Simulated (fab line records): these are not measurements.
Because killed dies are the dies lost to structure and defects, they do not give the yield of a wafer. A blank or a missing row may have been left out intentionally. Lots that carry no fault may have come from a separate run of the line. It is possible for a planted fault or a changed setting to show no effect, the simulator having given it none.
Tool commonality check | flow sky130 | 12 lots, 36 wafers sampled

WHAT PROMPTED THE OPENING
At SKY_NWELL_RS_MEAS_29 the reading NWELL_RS is flagged on 3 of 12 lots. Wafers without a fault read 625.1 ohm/sq, standard deviation 1.6.
Rule: a lot gets a flag if all its wafers with a number sit over 4 standard deviations from that mean, or if no wafer of it has a number. As for the other lots, they are considered sound.

lot  | measured     | on            | NWELL_RS (ohm/sq), wafer by wafer | flag
L245 | day 5 07:02  | film-metro-04 | 627.2 626.7 628.4                 |
L246 | day 5 13:08  | film-metro-03 | 626.7 624.4 623.6                 |
L248 | day 6 05:29  | film-metro-03 | 624.7 625.2 624.4                 |
L249 | day 6 12:11  | film-metro-03 | 625.7 624.7 624.0                 |
L252 | day 7 05:17  | film-metro-02 | 627.1 625.4 625.4                 |
L254 | day 7 15:22  | film-metro-03 | 626.9 626.2 627.0                 |
L255 | day 7 17:56  | film-metro-02 | 626.0 628.0 627.8                 |
L256 | day 8 02:35  | film-metro-02 | 623.1 622.3 624.7                 |
L259 | day 9 04:08  | film-metro-04 | 609.1 608.0 608.1                 | FLAGGED
L261 | day 9 09:34  | film-metro-04 | 608.1 608.7 608.5                 | FLAGGED
L265 | day 10 08:33 | film-metro-03 | 611.8 612.2 611.4                 | FLAGGED
L268 | day 11 01:39 | film-metro-04 | 624.5 625.3 623.2                 |
Average over the flagged lots: 609.5 ohm/sq; offset from the usual -15.6 ohm/sq, equal to -10 standard deviations.

WHICH TOOL EACH LOT WENT THROUGH
The record holds 1 process step before the reading, out of a route of 708 steps. Read each cell as the tool, then ch plus the chambers that the sampled wafers visited, then the start.
lot  | flag    | SKY_NWELL_IMPLANT_13
L245 |         | implanter-03 ch 0, day 4 12:30
L246 |         | implanter-03 ch 0, day 4 19:23
L248 |         | implanter-02 ch 0, day 5 10:46
L249 |         | implanter-02 ch 0, day 5 17:16
L252 |         | implanter-02 ch 0, day 6 09:44
L254 |         | implanter-04 ch 0, day 6 18:46
L255 |         | implanter-04 ch 0, day 6 21:46
L256 |         | implanter-02 ch 0, day 7 05:29
L259 | FLAGGED | implanter-04 ch 0, day 8 07:31
L261 | FLAGGED | implanter-04 ch 0, day 8 12:11
L265 | FLAGGED | implanter-04 ch 0, day 9 10:01
L268 |         | implanter-03 ch 0, day 10 02:06
What these steps do:
- SKY_NWELL_IMPLANT_13
- SKY_NWELL_RS_MEAS_29: measures by four-point-probe.

FLAGGED OVER TOTAL, TOOL BY TOOL (the gauges that took the reading come last)
step                 | tool          | lots run | flagged | share of the flagged lots | sound lots run after its first flagged lot
SKY_NWELL_IMPLANT_13 | implanter-02  | 4        | 0       | none                      | -
SKY_NWELL_IMPLANT_13 | implanter-03  | 3        | 0       | none                      | -
SKY_NWELL_IMPLANT_13 | implanter-04  | 5        | 3       | all                       | 0
SKY_NWELL_RS_MEAS_29 | film-metro-02 | 3        | 0       | none                      | -
SKY_NWELL_RS_MEAS_29 | film-metro-03 | 5        | 1       | some                      | 0
SKY_NWELL_RS_MEAS_29 | film-metro-04 | 4        | 2       | some                      | 1 (L268)

WHAT THE TABLE ALLOWS
Rows of the table that ran each flagged lot: 1, that is implanter-04 at SKY_NWELL_IMPLANT_13.
- implanter-04 at SKY_NWELL_IMPLANT_13 ran 5 lots, 3 of them flagged. Its last sound lot is L255 (day 6 21:46), its first flagged lot L259 (day 8 07:31): a fault that began between those two fits. Its own readings lie more than 4 standard deviations out on every wafer of the flagged lots: dose-ions-cm2, faraday-current-uA.
implanter-04 at SKY_NWELL_IMPLANT_13 is the single tool remaining.

WHAT WAS PUT IN BY THE SIMULATOR
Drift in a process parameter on implanter-04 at SKY_NWELL_IMPLANT_13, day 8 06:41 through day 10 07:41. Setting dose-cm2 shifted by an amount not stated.
Lots struck among those shown: L259, L261, L265. The rule above found the same.
